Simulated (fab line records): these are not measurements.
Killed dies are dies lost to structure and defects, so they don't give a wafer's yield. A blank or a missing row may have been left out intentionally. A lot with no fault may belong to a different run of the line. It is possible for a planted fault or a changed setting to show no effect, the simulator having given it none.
fab line records | flow sky130
[record] lots = 13 wafers = 39 last_day = 50
route steps=708 shown FIELD_ISO@11 LOCAL_INTERCONNECT@388 PAD_OPEN@708
lots untouched by any fault: they come from a run of this same line in which no faults occurred
start_h: the number of hours between the record's first day and the start of the first shown wafer of the lot | wait_h: hours elapsed since this lot's preceding step | " as in the row above | L1.1+2: one row covering several wafers at once | - no value, or no start given | * or withheld: withheld | < > ~ a bound
route shown NAME@n: a module of which the file shows steps, and the number in the route of the first | usual: mean/standard deviation of fault-free wafers | same: alike in all rows | chamber/n: place in a boat | sites: each site's reading | _std_site: how widely they spread, as a standard deviation | _edge_site: outer sites' mean less inner sites' | radius_mm: how far each site lies from the wafer's centre | mask NAME#n: copy n | behind: the tool/chamber that last shaped the wafer | hold: reason for holding the lot/hours on hold/outcome of the hold | device: names the non-switching transistor (n, p or np) | end of line: the tests these same wafers got at the end of their route | a step with no rows: only its recipe | killed: at the first sort, the dies lost to defects and structure; wafer yield is something else | map: shows each die of a wafer: x if killed, . if not, _ if none is there
set.NAME: the run value of the setting; set.NAME@STEP: its run value at that earlier step | model.NAME: the simulator's own value behind a step, which no gauge read
steps of the route over a sample of lots; a table a step, a row a wafer
services: when a tool's chamber went out of use (start_h, in hours from the record's first day, below 0 if earlier), for how many hours, and the reason
[[steps]]
[step SKY_FIELD_ISO_EXPOSE_10]
[recipe] mask_id = FOM na = 0.68 source_shape = annular sigma_inner = 0.4 sigma_outer = 0.8 target_cd_nm = 150 dose_mj = 28
// columns lot.wafer tool chamber start_h wait_h mask
L498.1+5+6 krf_scanner-02 0 23.09 - FOM#0
L500.3+4+5 krf_scanner-02 0 32.68 - FOM#0
L501.3+4+6 krf_scanner-01 0 38.73 - FOM#0
L502.1+2+3 krf_scanner-02 0 43.24 - FOM#0
L504.3+4+5 krf_scanner-02 0 52.47 - FOM#0
L509.3+5+6 krf_scanner-01 0 77.39 - FOM#0
L511.2+5+6 krf_scanner-02 0 98.64 - FOM#0
L514.2+3+5 krf_scanner-01 0 105.26 - FOM_R1#0
L515.2+4+5 krf_scanner-02 0 111.76 - FOM#0
L517.1+2+4 krf_scanner-01 0 117.95 - FOM#0
L518.1+2+6 krf_scanner-02 0 125.11 - FOM#0
L519.1+2+3 krf_scanner-01 0 129.09 - FOM#0
L521.1+5+6 krf_scanner-01 0 139.94 - FOM#0
[step SKY_FIELD_ISO_CD_MEAS_13]
[recipe] target_cd_nm = 150
[usual] cd_nm = 150.3/1.4
// columns lot.wafer tool chamber start_h wait_h hold cd_nm
L498.1 cd_sem-01 - 30.92 - - 149.5
L498.5 " - " " - 149.0
L498.6 " - " " - 149.9
L500.3 cd_sem-02 - 39.61 - - 151.8
L500.4 " - " " - 149.8
L500.5 " - " " - 152.1
L501.3 cd_sem-02 - 46.61 - - 149.7
L501.4 " - " " - 149.9
L501.6 " - " " - 150.2
L502.1 cd_sem-01 - 50.62 - - 149.1
L502.2 " - " " - 150.9
L502.3 " - " " - 148.2
L504.3 cd_sem-01 - 60.21 - - 147.6
L504.4 " - " " - 147.9
L504.5 " - " " - 146.9
L509.3 cd_sem-01 - 84.06 - - 150.4
L509.5 " - " " - 150.4
L509.6 " - " " - 150.5
L511.2 cd_sem-01 - 107.54 - - 149.7
L511.5 " - " " - 151.2
L511.6 " - " " - 149.9
L514.2 cd_sem-02 - 114.69 - await_dispo/0.2h/release 141.2
L514.3 " - " " await_dispo/0.2h/release 142.8
L514.5 " - " " await_dispo/0.2h/release 141.5
L514.2 cd_sem-02 - 114.97 0.3 - 141.3
L514.3 " - " " - 142.8
L514.5 " - " " - 141.8
L515.2 cd_sem-02 - 119.79 - - 150.1
L515.4 " - " " - 149.1
L515.5 " - " " - 149.5
L517.1 cd_sem-02 - 126.77 - - 152.2
L517.2 " - " " - 151.6
L517.4 " - " " - 152.4
L518.1 cd_sem-02 - 135.02 - - 151.1
L518.2 " - " " - 151.3
L518.6 " - " " - 149.0
L519.1 cd_sem-01 - 137.77 - - 153.2
L519.2 " - " " - 152.8
L519.3 " - " " - 152.8
L521.1 cd_sem-02 - 149.42 - - 147.8
L521.5 " - " " - 148.9
L521.6 " - " " - 149.4
[step SKY_FIELD_ISO_THK_MEAS_23]
[recipe] reads = SiO2_of_FIELD_ISO_OXIDATION_22
[usual] FIELD_ISO_OXIDATION_01_THK = 10.01/0.24
// columns lot.wafer tool chamber start_h wait_h FIELD_ISO_OXIDATION_01_THK[nm]
L498.1 film_metro-04 - 34.92 0.0 10.06
L498.5 " - " " 9.98
L498.6 " - " " 10.20
L500.3 film_metro-01 - 43.40 0.0 10.12
L500.4 " - " " 10.12
L500.5 " - " " 10.38
L501.3 film_metro-03 - 48.73 0.0 10.08
L501.4 " - " " 9.98
L501.6 " - " " 10.08
L502.1 film_metro-01 - 53.08 0.0 10.04
L502.2 " - " " 9.87
L502.3 " - " " 9.89
L504.3 film_metro-01 - 62.74 0.0 10.15
L504.4 " - " " 10.04
L504.5 " - " " 10.29
L509.3 film_metro-01 - 86.47 0.0 10.66
L509.5 " - " " 10.67
L509.6 " - " " 10.48
L511.2 film_metro-04 - 109.37 0.0 10.14
L511.5 " - " " 10.15
L511.6 " - " " 10.05
L515.2 film_metro-01 - 124.19 0.0 10.01
L515.4 " - " " 9.85
L515.5 " - " " 9.81
L514.2 film_metro-03 - 126.71 0.0 9.62
L514.3 " - " " 9.70
L514.5 " - " " 9.56
L517.1 film_metro-01 - 128.78 0.0 10.07
L517.2 " - " " 10.11
L517.4 " - " " 9.98
L518.1 film_metro-01 - 137.35 0.0 9.77
L518.2 " - " " 9.85
L518.6 " - " " 9.89
L519.1 film_metro-03 - 140.22 0.0 9.99
L519.2 " - " " 10.03
L519.3 " - " " 10.11
L521.1 film_metro-03 - 151.54 0.0 10.16
L521.5 " - " " 10.15
L521.6 " - " " 10.22
[step SKY_LOCAL_INTERCONNECT_RS_MEAS_01]
[recipe] thk_meas_gauge = four-point-probe reads = TiN_of_LOCAL_INTERCONNECT_SPUTTER_00
[usual] LOCAL_INTERCONNECT_TIN_RS = 14.17/0.17
// columns lot.wafer tool chamber start_h wait_h LOCAL_INTERCONNECT_TIN_RS[ohm/sq]
L498.1 film_metro-03 - 671.40 0.0 14.16
L498.5 " - " " 14.11
L498.6 " - " " 13.87
L500.3 film_metro-02 - 685.73 0.1 14.31
L500.4 " - " " 14.54
L500.5 " - " " 14.37
L501.3 film_metro-03 - 689.48 0.1 14.30
L501.4 " - " " 14.22
L501.6 " - " " 14.10
L502.1 film_metro-02 - 693.87 0.0 13.98
L502.2 " - " " 13.86
L502.3 " - " " 14.16
L504.3 film_metro-02 - 714.29 0.1 14.53
L504.4 " - " " 14.17
L504.5 " - " " 14.47
L509.3 film_metro-01 - 759.22 0.1 14.11
L509.5 " - " " 14.06
L509.6 " - " " 13.95
L511.2 film_metro-02 - 789.48 0.1 14.24
L511.5 " - " " 14.19
L511.6 " - " " 14.59
L514.2 film_metro-01 - 809.66 0.1 14.31
L514.3 " - " " 14.24
L514.5 " - " " 14.18
L515.2 film_metro-01 - 810.97 0.1 14.09
L515.4 " - " " 14.55
L515.5 " - " " 14.12
L517.1 film_metro-03 - 816.51 0.0 14.16
L517.2 " - " " 14.26
L517.4 " - " " 14.23
L518.1 film_metro-02 - 822.26 0.0 14.17
L518.2 " - " " 14.09
L518.6 " - " " 14.28
L519.1 film_metro-01 - 832.65 0.0 14.30
L519.2 " - " " 14.08
L519.3 " - " " 14.24
L521.1 film_metro-01 - 847.66 0.0 14.24
L521.5 " - " " 14.26
L521.6 " - " " 14.35
[step SKY_LOCAL_INTERCONNECT_OVL_MEAS_12]
[usual] LOCAL_INTERCONNECT_OVL = -2/5.7
// columns lot.wafer tool chamber start_h wait_h LOCAL_INTERCONNECT_OVL[nm]
L498.1 overlay-02 - 700.50 0.1 -6
L498.5 " - " " -9
L498.6 " - " " -1
L500.3 overlay-02 - 714.00 0.1 -4
L500.4 " - " " -9
L500.5 " - " " -9
L501.3 overlay-01 - 717.60 0.1 -3
L501.4 " - " " 1
L501.6 " - " " -10
L502.1 overlay-01 - 721.73 0.1 -11
L502.2 " - " " -12
L502.3 " - " " -12
L504.3 overlay-02 - 742.11 0.1 1
L504.4 " - " " 4
L504.5 " - " " -8
L509.3 overlay-01 - 787.85 0.1 -6
L509.5 " - " " -9
L509.6 " - " " -11
L511.2 overlay-01 - 815.80 0.1 -6
L511.5 " - " " -3
L511.6 " - " " 3
L514.2 overlay-01 - 834.99 0.1 -7
L514.3 " - " " -4
L514.5 " - " " -4
L515.2 overlay-01 - 837.48 0.1 1
L515.4 " - " " -3
L515.5 " - " " 0
L517.1 overlay-01 - 842.60 0.1 5
L517.2 " - " " 1
L517.4 " - " " 4
L518.1 overlay-01 - 848.07 0.1 2
L518.2 " - " " 14
L518.6 " - " " 2
L519.1 overlay-01 - 859.08 0.1 -10
L519.2 " - " " 4
L519.3 " - " " -2
L521.1 overlay-01 - 873.35 0.1 4
L521.5 " - " " 9
L521.6 " - " " 8
[step SKY_PAD_OPEN_PROBE_99]
[usual] killed_at_M0_to_M3 = 44/7.1 killed_at_M4_up = 3.3/1.8 killed_at_contacts = 24/5.1 killed_at_front_end = 16/4.7 killed_at_other = 0.3/0.52 killed_dies = 87/9.7 killed_open = 47/6.8 killed_short = 39/6.7
[same] gross_dies = 492 killed_at_back_side = 0
// columns lot.wafer tool chamber start_h wait_h killed_at_M0_to_M3 killed_at_M4_up killed_at_contacts killed_at_front_end killed_at_other killed_dies killed_open killed_short
L514.2 prober-02 - 1168.79 0.1 30 5 21 22 0 78 38 39
L514.3 prober-02 - 1168.84 0.2 43 3 21 15 0 82 38 42
L514.5 prober-02 - 1168.94 0.2 45 3 26 20 0 94 53 40
// killed by level:class
L514.2 LI_CONTACT:geometric_particle:open=10 FIELD_ISO:geometric_particle:short=7 VIA1:geometric_particle:open=7 FIELD_ISO:geometric_particle:open=5 LI_CONTACT:geometric_particle:short=5 METAL2:geometric_particle:short=5 POLY_GATE:geometric_particle:short=4 CONTACT:geometric_particle:open=4
L514.3 CONTACT:geometric_particle:open=9 VIA2:geometric_particle:open=7 VIA1:geometric_particle:short=7 METAL2:geometric_particle:short=6 LOCAL_INTERCONNECT:geometric_particle:short=5 FIELD_ISO:geometric_particle:short=4 POLY_GATE:geometric_particle:open=4 VIA3:geometric_particle:short=4
L514.5 VIA1:geometric_particle:open=18 CONTACT:geometric_particle:open=12 POLY_GATE:geometric_particle:open=8 VIA2:geometric_particle:open=6 FIELD_ISO:geometric_particle:short=5 LOCAL_INTERCONNECT:geometric_particle:short=5 METAL2:geometric_particle:short=4 LI_CONTACT:geometric_particle:open=4
[[services]]
// columns tool chamber start_h hours kind
krf_scanner-01 0 1.15 - calibration
krf_scanner-02 - 5.63 1.3 pm
krf_scanner-02 - 26.17 0.3 repair
krf_scanner-01 - 42.63 0.8 pm
krf_scanner-02 - 44.56 2.9 repair
krf_scanner-02 0 57.25 - calibration
krf_scanner-02 - 65.03 1.0 pm
krf_scanner-01 - 74.96 0.2 repair
krf_scanner-01 - 84.68 1.0 pm
krf_scanner-02 - 101.85 0.8 pm
krf_scanner-01 - 110.15 3.6 pm
krf_scanner-01 - 119.33 1.3 pm
krf_scanner-02 - 132.37 0.5 repair
krf_scanner-02 - 138.49 0.8 pm
krf_scanner-02 - 139.54 1.5 repair
[[key]]
[first_sign] step = SKY_FIELD_ISO_EXPOSE_10 reading = mask direction = changed
[effect] step = SKY_FIELD_ISO_CD_MEAS_13 reading = visit direction = added
[effect] step = SKY_FIELD_ISO_CD_MEAS_13 reading = cd_nm direction = down sigmas = 5.9 usual = 150.3 struck = 141.8
met_at SKY_FIELD_ISO_EXPOSE_10
struck_lots L514
tester_left_out L514
not_acting_at SKY_FIELD_ISO_THK_MEAS_23,SKY_LOCAL_INTERCONNECT_RS_MEAS_01,SKY_LOCAL_INTERCONNECT_OVL_MEAS_12
onset_between 77.39 105.26
[fault] kind = wrong_mask tool = any chamber = - onset_h = 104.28 steps = SKY_FIELD_ISO_EXPOSE_10 aux_copy = FOM_R1#0 cd_offset_nm = -8 scope = struck_lots_only
// tester_left_out: of these lots the tester's yield and bins aren't shown, on N5 and GAA mostly nor the transistor test; their killed dies are dies lost to structure and defects alone, not to doping, threshold or leakage, so they don't give the yield
